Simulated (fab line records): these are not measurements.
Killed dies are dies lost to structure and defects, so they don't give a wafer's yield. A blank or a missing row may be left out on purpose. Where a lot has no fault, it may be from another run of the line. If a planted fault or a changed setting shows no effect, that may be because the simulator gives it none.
What tool caused it? / flow sky130 / Sampling: 12 lots, 35 wafers, 3 of 708 route steps

## WHAT THE GAUGES SHOWED, per wafer
SKY_METAL4_OVL_MEAS_14.
lot=L744; measured=day 42 06:29; on=overlay-02; METAL4_OVL (nm)=2 12 11
lot=L746; measured=day 42 18:11; on=overlay-02; METAL4_OVL (nm)=3 -1 3
lot=L747; measured=day 43 03:59; on=overlay-02; METAL4_OVL (nm)=8 11 4
lot=L748; measured=day 43 06:31; on=overlay-02; METAL4_OVL (nm)=9 4 6
lot=L751; measured=day 43 18:20; on=overlay-02; METAL4_OVL (nm)=11 1
lot=L752; measured=day 44 08:01; on=overlay-02; METAL4_OVL (nm)=5 6 10
lot=L753; measured=day 44 10:05; on=overlay-02; METAL4_OVL (nm)=11 12 13
lot=L756; measured=day 45 08:05; on=overlay-02; METAL4_OVL (nm)=7 9 11
lot=L762; measured=day 46 17:11; on=overlay-02; METAL4_OVL (nm)=4 6 -3
lot=L761; measured=day 46 21:52; on=overlay-02; METAL4_OVL (nm)=-3 -4 -2
lot=L766; measured=day 47 13:23; on=overlay-01; METAL4_OVL (nm)=18 14 10
lot=L767; measured=day 47 14:41; on=overlay-02; METAL4_OVL (nm)=4 3 6

## WHAT TOOL EACH LOT RAN ON (gives the tool, then ch and the chambers of the sampled wafers, and finally the start)
lot=L744; SKY_METAL4_SPUTTER_03=pvd-sputter-01, day 40 05:14; SKY_CAP2M_STRIP_14=plasma-asher-02 ch 0,1, day 41 05:41
lot=L746; SKY_METAL4_SPUTTER_03=pvd-sputter-02, day 40 18:08; SKY_CAP2M_STRIP_14=plasma-asher-01 ch 0,1, day 41 17:56
lot=L747; SKY_METAL4_SPUTTER_03=pvd-sputter-04, day 41 03:11; SKY_CAP2M_STRIP_14=plasma-asher-04 ch 1, day 42 04:11
lot=L748; SKY_METAL4_SPUTTER_03=pvd-sputter-04, day 41 06:46; SKY_CAP2M_STRIP_14=plasma-asher-04 ch 0,1, day 42 07:25
lot=L751; SKY_METAL4_SPUTTER_03=pvd-sputter-02, day 41 20:08; SKY_CAP2M_STRIP_14=plasma-asher-04 ch 0,1, day 42 19:27
lot=L752; SKY_METAL4_SPUTTER_03=pvd-sputter-02, day 42 08:46; SKY_CAP2M_STRIP_14=plasma-asher-01 ch 0,1, day 43 08:10
lot=L753; SKY_METAL4_SPUTTER_03=pvd-sputter-01, day 42 11:46; SKY_CAP2M_STRIP_14=plasma-asher-02 ch 0,1, day 43 10:37
lot=L756; SKY_METAL4_SPUTTER_03=pvd-sputter-04, day 43 09:59; SKY_CAP2M_STRIP_14=plasma-asher-01 ch 0, day 44 09:25
lot=L762; SKY_METAL4_SPUTTER_03=pvd-sputter-04, day 44 21:26; SKY_CAP2M_STRIP_14=plasma-asher-04 ch 0,1, day 45 19:16
lot=L761; SKY_METAL4_SPUTTER_03=pvd-sputter-01, day 45 01:29; SKY_CAP2M_STRIP_14=plasma-asher-01 ch 0,1, day 45 23:31
lot=L766; SKY_METAL4_SPUTTER_03=pvd-sputter-02, day 45 18:41; SKY_CAP2M_STRIP_14=plasma-asher-04 ch 1, day 46 15:58
lot=L767; SKY_METAL4_SPUTTER_03=pvd-sputter-04, day 45 20:10; SKY_CAP2M_STRIP_14=plasma-asher-02 ch 0, day 46 17:53
- SKY_METAL4_SPUTTER_03: material Ti, target thk 5 nm, time 3.3 s.
- SKY_CAP2M_STRIP_14: strips in O2/N2.

## WHAT THE TOOLS THEMSELVES READ (means of the sampled wafers that have a number; where no wafer has one, the mark that the record gives instead)
SKY_METAL4_SPUTTER_03.
lot=L744; tool=pvd-sputter-01; throttle-valve-pct (%)=31.3
lot=L746; tool=pvd-sputter-02; throttle-valve-pct (%)=29.0
lot=L747; tool=pvd-sputter-04; throttle-valve-pct (%)=30.9
lot=L748; tool=pvd-sputter-04; throttle-valve-pct (%)=30.6
lot=L751; tool=pvd-sputter-02; throttle-valve-pct (%)=29.2
lot=L752; tool=pvd-sputter-02; throttle-valve-pct (%)=29.0
lot=L753; tool=pvd-sputter-01; throttle-valve-pct (%)=29.9
lot=L756; tool=pvd-sputter-04; throttle-valve-pct (%)=30.9
lot=L762; tool=pvd-sputter-04; throttle-valve-pct (%)=31.0
lot=L761; tool=pvd-sputter-01; throttle-valve-pct (%)=30.7
lot=L766; tool=pvd-sputter-02; throttle-valve-pct (%)=30.0
lot=L767; tool=pvd-sputter-04; throttle-valve-pct (%)=30.5

SKY_CAP2M_STRIP_14.
lot=L744; tool=plasma-asher-02; drypump-motor-current-A (A)=5.8; oes-product-au (a.u.)=0.710; strip-time-to-endpoint-s (s)=12.70
lot=L746; tool=plasma-asher-01; drypump-motor-current-A (A)=6.0; oes-product-au (a.u.)=0.707; strip-time-to-endpoint-s (s)=12.68
lot=L747; tool=plasma-asher-04; drypump-motor-current-A (A)=4.8; oes-product-au (a.u.)=0.710; strip-time-to-endpoint-s (s)=12.70
lot=L748; tool=plasma-asher-04; drypump-motor-current-A (A)=5.3; oes-product-au (a.u.)=0.714; strip-time-to-endpoint-s (s)=12.61
lot=L751; tool=plasma-asher-04; drypump-motor-current-A (A)=5.5; oes-product-au (a.u.)=0.708; strip-time-to-endpoint-s (s)=12.63
lot=L752; tool=plasma-asher-01; drypump-motor-current-A (A)=5.8; oes-product-au (a.u.)=0.708; strip-time-to-endpoint-s (s)=12.58
lot=L753; tool=plasma-asher-02; drypump-motor-current-A (A)=5.9; oes-product-au (a.u.)=0.710; strip-time-to-endpoint-s (s)=12.64
lot=L756; tool=plasma-asher-01; drypump-motor-current-A (A)=6.2; oes-product-au (a.u.)=0.715; strip-time-to-endpoint-s (s)=12.68
lot=L762; tool=plasma-asher-04; drypump-motor-current-A (A)=5.7; oes-product-au (a.u.)=0.711; strip-time-to-endpoint-s (s)=12.66
lot=L761; tool=plasma-asher-01; drypump-motor-current-A (A)=6.0; oes-product-au (a.u.)=0.709; strip-time-to-endpoint-s (s)=12.64
lot=L766; tool=plasma-asher-04; drypump-motor-current-A (A)=4.8; oes-product-au (a.u.)=0.710; strip-time-to-endpoint-s (s)=12.64
lot=L767; tool=plasma-asher-02; drypump-motor-current-A (A)=5.7; oes-product-au (a.u.)=0.710; strip-time-to-endpoint-s (s)=12.66

## THE ANSWER, worked out from the rows above alone
Rule: the lots themselves supply what counts as usual. The widest of any qualifying gaps counts: lots, ordered by their means at a reading, are off when they make up no more than a third of the lots, leave a main group of 4 or more, and stand apart from it by 3 or more times the standard deviation of that group's means. A main group is skipped when, at the precision printed for the reading in the tables above, its means are all equal. A lot without any number at a reading at which 4 lots or more have one is off too. Where the step has rows for the other lots, those lots are counted as sound. First the gauges in route order, then the tools' own readings, where a lot's mean is used as printed above. The first step at which some lot is off is used, and at that step the reading that is off furthest; a lot without a number counts as furthest.
No lot is off at any reading shown: from this, nothing can be told.

## WHAT THE SIMULATOR HAD INSERTED
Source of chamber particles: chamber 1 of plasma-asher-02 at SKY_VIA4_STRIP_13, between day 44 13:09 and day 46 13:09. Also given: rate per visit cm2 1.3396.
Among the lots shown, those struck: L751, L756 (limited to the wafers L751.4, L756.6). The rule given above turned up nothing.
